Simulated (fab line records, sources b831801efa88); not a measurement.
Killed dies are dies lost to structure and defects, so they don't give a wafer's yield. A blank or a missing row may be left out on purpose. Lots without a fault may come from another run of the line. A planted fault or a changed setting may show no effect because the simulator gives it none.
Which tool did it? | flow sky130 | 14 lots, 42 wafers sampled, at 3 steps of a route of 708

WHAT THE GAUGES READ, wafer by wafer
SKY_CONTACT_RS_MEAS_25: measures by four-point-probe. Usual: CONTACT_W_RS 0.340 ohm/sq, standard deviation 0.0048.
lot  | measured     | on            | CONTACT_W_RS (ohm/sq) | flag
L714 | day 31 22:18 | film_metro-02 | 0.334 0.343 0.334     |
L716 | day 33 11:55 | film_metro-03 | 0.341 0.336 0.342     |
L717 | day 33 20:01 | film_metro-03 | 0.337 0.343 0.340     |
L718 | day 34 04:41 | film_metro-03 | 0.338 0.335 0.340     |
L720 | day 34 13:40 | film_metro-01 | 0.342 0.340 0.346     |
L723 | day 35 09:08 | film_metro-01 | 0.337 0.334 0.340     |
L722 | day 35 12:19 | film_metro-01 | 0.339 0.331 0.339     |
L724 | day 35 16:10 | film_metro-03 | 0.346 0.341 0.340     |
L727 | day 36 19:52 | film_metro-02 | 0.341 0.345 0.342     |
L730 | day 37 07:04 | film_metro-03 | 0.341 0.330 0.339     |
L733 | day 38 06:05 | film_metro-01 | 0.338 0.342 0.336     |
L736 | day 38 21:49 | film_metro-01 | 0.344 0.333 0.338     |

WHICH TOOL RAN EACH LOT (tool, then ch and the chambers of the sampled wafers, then the start)
lot  | SKY_POLY_GATE_DEVELOP_12          | SKY_CONTACT_CMP_04
L714 | litho_track-04 ch 0, day 16 10:00 | cmp-01 ch 0,2,3, day 30 17:02
L716 | litho_track-01 ch 0, day 18 11:00 | cmp-02 ch 0,2, day 32 06:44
L717 | litho_track-01 ch 0, day 18 16:00 | cmp-02 ch 1,2,3, day 32 15:36
L718 | litho_track-04 ch 0, day 19 05:00 | cmp-02 ch 0,2,3, day 33 01:22
L720 | litho_track-01 ch 0, day 19 09:00 | cmp-01 ch 1,3, day 33 09:29
L723 | litho_track-01 ch 0, day 20 15:00 | cmp-02 ch 0,1, day 34 06:08
L722 | litho_track-04 ch 0, day 20 16:00 | cmp-02 ch 0,2,3, day 34 10:46
L724 | litho_track-01 ch 0, day 20 17:00 | cmp-02 ch 0,1,2, day 34 13:16
L727 | litho_track-01 ch 0, day 22 06:00 | cmp-01 ch 1,2,3, day 35 16:53
L730 | litho_track-01 ch 0, day 22 21:00 | cmp-01 ch 0,1,2, day 36 03:50
L733 | litho_track-03 ch 0, day 24 00:00 | cmp-01 ch 0,1,3, day 37 02:38
L735 | litho_track-01, day 24 09:00      | -
L734 | litho_track-01, day 24 10:00      | -
L736 | litho_track-03 ch 0, day 24 16:00 | cmp-01 ch 0,1, day 37 18:25
- SKY_POLY_GATE_DEVELOP_12: develop time 60 s.
- SKY_CONTACT_CMP_04: polishes SiO2.

WHAT THE TOOLS THEMSELVES READ (means of the sampled wafers that have a number; where no wafer has one, the mark that the record gives instead)
SKY_POLY_GATE_DEVELOP_12. Usual: chill_plate_temp_C 22.99 C, standard deviation 0.094.
lot  | tool           | chill_plate_temp_C (C) | flag
L714 | litho_track-04 | 22.93                  |
L716 | litho_track-01 | 23.04                  |
L717 | litho_track-01 | 22.94                  |
L718 | litho_track-04 | 22.90                  |
L720 | litho_track-01 | 22.95                  |
L723 | litho_track-01 | 22.92                  |
L722 | litho_track-04 | 22.98                  |
L724 | litho_track-01 | 23.09                  |
L727 | litho_track-01 | 22.95                  |
L730 | litho_track-01 | 23.12                  |
L733 | litho_track-03 | 22.97                  |
L735 | litho_track-01 | -                      | OFF
L734 | litho_track-01 | -                      | OFF
L736 | litho_track-03 | 22.94                  |

SKY_CONTACT_CMP_04. Usual: edge_zone_pressure_frac 1.000, standard deviation 0.005; motor_current_A 11.4 A, standard deviation 0.94; time_to_endpoint_s 83 s, standard deviation 3.6.
lot  | tool   | edge_zone_pressure_frac | motor_current_A (A) | time_to_endpoint_s (s) | flag
L714 | cmp-01 | 1.002                   | 11.4                | 86                     |
L716 | cmp-02 | 1.001                   | 11.6                | 81                     |
L717 | cmp-02 | 0.997                   | 11.5                | 78                     |
L718 | cmp-02 | 1.003                   | 11.8                | 81                     |
L720 | cmp-01 | 0.997                   | 10.2                | 78                     |
L723 | cmp-02 | 0.994                   | 12.0                | 81                     |
L722 | cmp-02 | 1.009                   | 11.5                | 81                     |
L724 | cmp-02 | 0.999                   | 11.8                | 85                     |
L727 | cmp-01 | 0.999                   | 11.0                | 87                     |
L730 | cmp-01 | 0.994                   | 12.0                | 82                     |
L733 | cmp-01 | 1.001                   | 11.5                | 87                     |
L736 | cmp-01 | 0.998                   | 12.0                | 86                     |

THE ANSWER, worked out from the rows above alone
Rule: a lot is off if the mean of its wafers that have a number lies more than 3 standard deviations from the usual mean. A lot without any number at a reading at which 4 lots or more have one is off too. The other lots that the step has rows for count as sound. The gauges are gone through in route order, then the tools' own readings, and for those a lot's mean is taken as printed above. The first step at which some lot is off is used, and at that step the reading that is off furthest; a lot without a number counts as furthest.
Off: L735, L734, at SKY_POLY_GATE_DEVELOP_12 (chill_plate_temp_C). Without a number there: L735, L734.
A tool fits if, at that step or a process step before it, it ran every lot that is off, and no sound lot after the first of them. One fits: litho_track-01 at SKY_POLY_GATE_DEVELOP_12. Its last sound lot is L730 (day 22 21:00), its first lot that is off L735 (day 24 09:00): a fault that began between those two fits.
Blank at SKY_POLY_GATE_DEVELOP_12 on the lots that are off, where sound lots have numbers: chill_plate_temp_C.

WHAT THE SIMULATOR HAD PUT IN
Skipped step whole: litho_track-01, from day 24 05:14 on, at SKY_POLY_GATE_DEVELOP_12. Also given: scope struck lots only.
Lots struck among those shown: L735, L734. The rule above found the same.
